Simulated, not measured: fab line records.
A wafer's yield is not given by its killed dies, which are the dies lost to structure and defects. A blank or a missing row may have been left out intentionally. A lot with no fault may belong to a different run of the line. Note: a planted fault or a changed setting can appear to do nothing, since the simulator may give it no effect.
Problem report in the 8D (eight disciplines) form, filled by code :: flow sky130 :: the parts of the form that need people (team, actions taken, sign-off) are left out

1. THE PROBLEM
At SKY_LDD_N_IMPLANT_12, dose_ions_cm2 averages 2.858e+12 over 6 wafers from 2 lots, while fault-free wafers read 5.001e+12, standard deviation 5.6e+09. So: -99 or more standard deviations from the usual mean.
The first sign was on wafer L772.1 at day 23 04:13, on implanter-01. At this step, 18 wafers from 6 lots have a number in the record. Rule for "out" (also "out of limits"): further than 4 standard deviations from the usual mean. The other wafers with a number count as sound.

2. WHAT IT IS AND WHAT IT IS NOT
question: which readings at this step
is: dose_ions_cm2, faraday_current_uA
is not: beam_energy_keV

question: which lots
is: L772, L773
is not: L758, L763, L774, L776

question: which wafers of those lots
is: all that have a number
is not: -

question: read on which tools
is: implanter-01
is not: implanter-03, implanter-04

question: when
is: from day 23 04:13
is not: up to then (6 sound wafers); but 6 sound wafers of L774, L776 came after

3. SUSPECTS, AND WHAT RULES EACH OUT
Counting: a tool at any process step up to the reading remains a suspect when it ran all the lots that are out and ran no sound lot after the first of those.
- implanter-01 at SKY_LDD_N_IMPLANT_12: kept. It processed each lot that is out, first L772 at day 23 04:13, and no sound lot thereafter; up to then, the last sound lot it processed was L758 at day 17 10:11. Its own readings are out on those wafers: dose_ions_cm2, faraday_current_uA.
The count leaves implanter-01 at SKY_LDD_N_IMPLANT_12.

4. THE CAUSE (what the simulator had put in)
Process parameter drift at SKY_LDD_N_IMPLANT_12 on implanter-01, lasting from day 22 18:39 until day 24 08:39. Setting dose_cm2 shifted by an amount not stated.
The count eliminated every tool but this one.

5. THE EFFECT CHAIN, in route order
Each row: a reading whose mean over the struck wafers that have a number lies more than 3 standard deviations from the usual. Scope: only readings with a usual standard deviation given in the record; hours: median across lots of the time from each lot's start at the first step in this table that gives one to its start at this step; sigmas: change in usual standard deviations.
hours: 0
step: SKY_LDD_N_IMPLANT_12
reading: dose_ions_cm2
usual: 5.001e+12
on struck wafers: 2.858e+12
change: -2.143e+12
sigmas: -99 or more

hours: 0
step: SKY_LDD_N_IMPLANT_12
reading: faraday_current_uA
usual: 28.2
on struck wafers: 15.9
change: -12.3
sigmas: -21
The process steps in it:
- SKY_LDD_N_IMPLANT_12

6. HOW IT WOULD HAVE BEEN CAUGHT EARLIER
First out-of-limits reading in this record: day 23 04:13, which is 10 hours after fault onset at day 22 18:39.
